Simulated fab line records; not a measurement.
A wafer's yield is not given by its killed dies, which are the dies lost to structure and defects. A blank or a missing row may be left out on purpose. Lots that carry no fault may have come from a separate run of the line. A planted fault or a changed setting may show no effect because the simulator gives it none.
fab line records | flow sfqLine
record: lots: 14 wafers: 42 lastDay: 92
route steps=325 shown M2@89 JJ@180 R5@218 C5@249
lots untouched by any fault: they come from a run of this same line in which no faults occurred
startH: hours from the record's opening day to when the first of the lot's shown wafers began | waitH: how many hours have passed since the lot's step before this one | " the same as in the row above | L1.1+2: one row covering several wafers at once | - no value, or no start was given | * or withheld: withheld | < > ~ a bound
route shown NAME@n: NAME is a module with steps in the file, n the number in the route of the first one | usual: mean/standard deviation taken from wafers without a fault | same: alike in all rows | chamber/n: place in a boat | sites: each site's reading | _std_site: their standard deviation | _edge_site: mean of outer sites minus mean of inner sites | radiusMm: for every site, how far away it sits from the centre of the wafer | mask NAME#n: copy n | behind: tool/chamber where the wafer was last shaped | hold: the reason the lot was held/the length of the hold in hours/how it ended | device: the transistor (n, p or np) that didn't switch | end of line: tests of these same wafers at the route's end | a step with no rows: only its recipe | killed: at the first sort, the dies lost to defects and structure; wafer yield is something else | map: shows each die of a wafer: x if killed, . if not, _ if none is there
set.NAME: the setting as run; set.NAME@STEP: as run at that earlier step | model.NAME: the simulator's own value behind a step, which no gauge read
steps of the route over a sample of lots; a table a step, a row a wafer
services: the hour from which a tool's chamber was out of use, counted from the record's first day as startH (under 0 if before that day), plus the number of hours and why
== steps ==
step: SFQ_TRILAYER_M2_DEP_SPUTTER_055
recipe: material: Nb basePressurePa: 1.33e-06 chamberPressurePa: 0.1333 substrateTempC: 20 resputterCathodeVoltageV: 400 targetThkNm: 200 powerW: 2000 timeS: 133.3
usual: throttleValvePct: 29.9/0.72
columns lot.wafer tool chamber startH waitH throttleValvePct
L757.1 pvdSputter-06 - 355.32 0.0 30.4
L757.3 " - " " 28.8
L757.5 " - " " 30.3
L758.3 pvdSputter-06 - 383.36 0.0 29.1
L758.4 " - " " 30.8
L758.6 " - " " 30.2
L759.2 pvdSputter-04 - 459.18 0.0 31.9
L759.3 " - " " 29.4
L759.4 " - " " 29.3
L760.1 pvdSputter-05 - 473.58 0.0 29.5
L760.3 " - " " 29.0
L760.4 " - " " 29.5
L761.2 pvdSputter-05 - 484.50 0.0 28.9
L761.3 " - " " 29.5
L761.4 " - " " 29.9
L763.4 pvdSputter-06 - 509.70 0.0 30.4
L763.5 " - " " 29.9
L763.6 " - " " 29.0
L764.3 pvdSputter-06 - 524.10 0.0 30.4
L764.5 " - " " 29.0
L764.6 " - " " 30.3
L765.3 pvdSputter-05 - 537.30 0.0 29.5
L765.5 " - " " 29.5
L765.6 " - " " 29.0
L771.2 pvdSputter-04 - 595.58 0.0 29.3
L771.5 " - " " 30.4
L771.6 " - " " 29.6
L772.2 pvdSputter-06 - 600.40 0.0 30.2
L772.3 " - " " 30.3
L772.4 " - " " 30.0
L773.1 pvdSputter-05 - 607.58 0.0 29.3
L773.4 " - " " 29.5
L773.6 " - " " 29.5
L774.2 pvdSputter-04 - 609.40 0.0 29.2
L774.5 " - " " 29.4
L774.6 " - " " 30.4
L778.2 pvdSputter-04 - 624.54 0.0 30.4
L778.4 " - " " 29.2
L778.6 " - " " 30.4
L779.1 pvdSputter-06 - 634.12 0.0 30.3
L779.2 " - " " 30.0
L779.6 " - " " 30.5
step: SFQ_TRILAYER_JJ_TRILAYER_DEP_SPUTTER_110
recipe: material: Al basePressurePa: 1.33e-06 targetThkNm: 8 powerW: 500 timeS: 10 chamberPressurePa: 0.4
usual: throttleValvePct: 30.3/0.85
columns lot.wafer tool chamber startH waitH throttleValvePct
L757.1 pvdSputter-06 - 1132.90 0.0 29.0
L757.3 " - " " 30.4
L757.5 " - " " 30.4
L758.3 pvdSputter-04 - 1146.13 0.0 29.4
L758.4 " - " " 29.6
L758.6 " - " " 29.5
L759.2 pvdSputter-06 - 1182.20 0.0 30.3
L759.3 " - " " 30.4
L759.4 " - " " 29.1
L760.1 pvdSputter-04 - 1188.02 0.0 29.5
L760.3 " - " " 32.1
L760.4 " - " " 30.5
L761.2 pvdSputter-03 - 1190.42 0.0 30.7
L761.3 " - " " 29.3
L761.4 " - " " 31.4
L763.4 pvdSputter-06 - 1201.22 0.0 30.3
L763.5 " - " " 30.6
L763.6 " - " " 30.5
L764.3 pvdSputter-03 - 1205.86 0.0 30.0
L764.5 " - " " 29.3
L764.6 " - " " 31.6
L765.3 pvdSputter-03 - 1209.44 0.0 29.2
L765.5 " - " " 30.2
L765.6 " - " " 31.6
L771.2 pvdSputter-03 - 1258.26 0.0 30.2
L771.5 " - " " 30.9
L771.6 " - " " 30.1
L772.2 pvdSputter-06 - 1261.84 0.0 30.1
L772.3 " - " " 30.3
L772.4 " - " " 28.7
L773.1 pvdSputter-03 - 1267.86 0.0 30.9
L773.4 " - " " 30.2
L773.6 " - " " 30.1
L774.2 pvdSputter-04 - 1271.44 0.0 30.3
L774.5 " - " " 30.0
L774.6 " - " " 29.6
L778.2 pvdSputter-03 - 1287.04 0.0 29.1
L778.4 " - " " 30.9
L778.6 " - " " 30.3
L779.1 pvdSputter-03 - 1294.84 0.0 30.8
L779.2 " - " " 31.4
L779.6 " - " " 30.9
step: SFQ_TRILAYER_R5_LITHO_COAT_136
recipe: resist: KrF spinRpm: 3000 resistThkNm: 600
usual: spinSpeedRpm: 2999.9/2
columns lot.wafer tool chamber startH waitH spinSpeedRpm
L757.1 lithoTrack-03 0 1332.36 0.2 3005.8
L757.3 " 0 " " 2999.9
L757.5 " 0 " " 3000.3
L758.3 lithoTrack-02 0 1333.66 0.2 3001.9
L758.4 " 0 " " 2998.8
L758.6 " 0 " " 2998.5
L759.2 lithoTrack-02 0 1341.25 0.2 3000.6
L759.3 " 0 " " 2998.6
L759.4 " 0 " " 2997.8
L760.1 lithoTrack-03 0 1344.65 0.2 2997.0
L760.3 " 0 " " 2998.3
L760.4 " 0 " " 2998.1
L761.2 lithoTrack-03 0 1347.14 0.2 2999.7
L761.3 " 0 " " 2998.6
L761.4 " 0 " " 2998.1
L763.4 lithoTrack-03 0 1357.97 0.2 3000.4
L763.5 " 0 " " 2999.5
L763.6 " 0 " " 2997.3
L764.3 lithoTrack-04 0 1361.60 0.2 3001.0
L764.5 " 0 " " 3002.4
L764.6 " 0 " " 2998.8
L765.3 lithoTrack-04 0 1367.56 0.2 3000.5
L765.5 " 0 " " 3000.7
L765.6 " 0 " " 2997.3
L771.2 lithoTrack-03 0 1417.03 0.2 2917.1
L771.5 " 0 " " 2915.6
L771.6 " 0 " " 2918.3
L772.2 lithoTrack-03 0 1420.03 0.2 2914.4
L772.3 " 0 " " 2914.0
L772.4 " 0 " " 2913.9
L773.1 lithoTrack-04 0 1425.98 0.2 2998.3
L773.4 " 0 " " 2999.7
L773.6 " 0 " " 2999.6
L774.2 lithoTrack-04 0 1428.42 0.2 3002.6
L774.5 " 0 " " 3001.9
L774.6 " 0 " " 3001.5
L778.2 lithoTrack-04 0 1443.42 0.2 3002.6
L778.4 " 0 " " 3000.2
L778.6 " 0 " " 3002.3
L779.1 lithoTrack-04 0 1446.42 0.2 3001.4
L779.2 " 0 " " 2998.0
L779.6 " 0 " " 3001.7
step: SFQ_TRILAYER_C5_STRIP_STRIP_155
recipe: gas: O2 powerW: 200 platenTempC: 40 overashFraction: 0.65 chemistry: O2 pressureMtorr: 50
usual: drypumpMotorCurrentA: 5.4/0.31 oesProductAu: 1.003/0.011
columns lot.wafer tool chamber startH waitH drypumpMotorCurrentA oesProductAu rfHoursCounterH
L757.1 rieMetal-01 1 1719.68 - 5.4 1.006 1
L757.3 " 0 " " 5.8 0.975 -
L757.5 " 1 " " 5.4 1.002 -
L758.3 rieMetal-02 1 1724.68 - 4.7 1.018 -
L758.4 " 0 " " 5.7 1.006 -
L758.6 " 1 " " 4.7 1.013 -
L759.2 rieMetal-03 1 1725.68 - 5.5 0.999 34
L759.3 " 1 " " 5.5 1.008 -
L759.4 " 0 " " 5.2 0.996 -
L760.1 rieMetal-02 1 1726.88 - 4.7 1.028 62
L760.3 " 1 " " 4.7 1.021 -
L760.4 " 0 " " 5.7 1.011 -
L761.2 rieMetal-03 0 1729.28 - 5.3 0.998 75
L761.3 " 0 " " 5.3 0.998 -
L761.4 " 1 " " 5.5 1.004 -
L763.4 rieMetal-03 1 1734.28 - 5.5 1.007 -
L763.5 " 1 " " 5.5 1.007 -
L763.6 " 0 " " 5.2 1.003 -
L764.3 rieMetal-03 0 1737.88 - 5.3 1.011 -
L764.5 " 0 " " 5.3 1.001 -
L764.6 " 1 " " 5.5 1.020 -
L765.3 rieMetal-01 1 1739.08 - 5.4 1.001 -
L765.5 " 0 " " 5.9 0.981 -
L765.6 " 1 " " 5.4 1.010 -
L771.2 rieMetal-03 0 1762.88 - 5.2 1.007 78
L771.5 " 0 " " 5.3 1.014 -
L771.6 " 1 " " 5.5 1.008 -
L772.2 rieMetal-02 1 1765.41 - 4.7 1.018 66
L772.3 " 0 " " 5.7 1.000 -
L772.4 " 1 " " 4.7 1.019 -
L773.1 rieMetal-03 1 1779.81 - 5.5 1.000 40
L773.4 " 1 " " 5.5 1.012 -
L773.6 " 0 " " 5.3 1.019 -
L774.2 rieMetal-02 0 1783.41 - 5.7 1.001 63
L774.5 " 1 " " 4.7 1.020 -
L774.6 " 0 " " 5.7 1.002 -
L778.2 rieMetal-03 0 1801.46 - 5.3 1.010 84
L778.4 " 0 " " 5.3 1.006 -
L778.6 " 1 " " 5.5 1.015 -
L779.1 rieMetal-01 1 1805.01 - 5.4 0.998 15
L779.2 " 1 " " 5.4 0.992 -
L779.6 " 1 " " 5.4 0.984 -
== services ==
columns tool chamber startH hours kind
rieMetal-03 - 337.71 0.3 repair
pvdSputter-03 - 353.15 7.6 repair
rieMetal-03 - 410.89 2.8 pm
pvdSputter-06 - 411.82 2.3 repair
rieMetal-03 - 436.87 1.8 repair
pvdSputter-03 - 483.48 2.1 repair
pvdSputter-03 - 528.27 2.2 repair
pvdSputter-03 - 537.55 2.5 repair
rieMetal-03 0 540.81 156.4 repair
pvdSputter-03 - 552.20 12.9 repair
pvdSputter-03 - 586.10 0.7 repair
pvdSputter-04 - 586.15 1.8 repair
rieMetal-03 - 588.10 14.6 pm
rieMetal-03 - 618.14 17.3 repair
rieMetal-03 1 637.90 2.3 repair
pvdSputter-06 - 690.69 17.8 repair
pvdSputter-06 - 691.16 0.8 repair
pvdSputter-06 - 893.54 4.8 repair
pvdSputter-06 - 916.23 2.0 repair
pvdSputter-06 - 994.26 1.1 repair
pvdSputter-06 - 1329.02 2.9 repair
pvdSputter-06 - 1460.95 0.9 repair
pvdSputter-06 - 1656.05 2.3 repair
pvdSputter-06 - 1746.27 0.9 repair
== key ==
firstSign: step: SFQ_TRILAYER_R5_LITHO_COAT_136 reading: spinSpeedRpm direction: down sigmas: 41 usual: 2999.9 struck: 2915.5
effect none on later readings
metAt SFQ_TRILAYER_R5_LITHO_COAT_136
struckLots L771,L772
notActingAt SFQ_TRILAYER_M2_DEP_SPUTTER_055,SFQ_TRILAYER_JJ_TRILAYER_DEP_SPUTTER_110,SFQ_TRILAYER_C5_STRIP_STRIP_155
onsetBetween 1357.97 1417.03
fault: kind: processParameterDrift tool: lithoTrack-03 chamber: - onsetH: 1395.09 steps: SFQ_TRILAYER_R5_LITHO_COAT_136 channel: spinRpm offset: -83.46 shape: step endH: 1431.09 actsIn: theseRecipesOnly stated: 3000
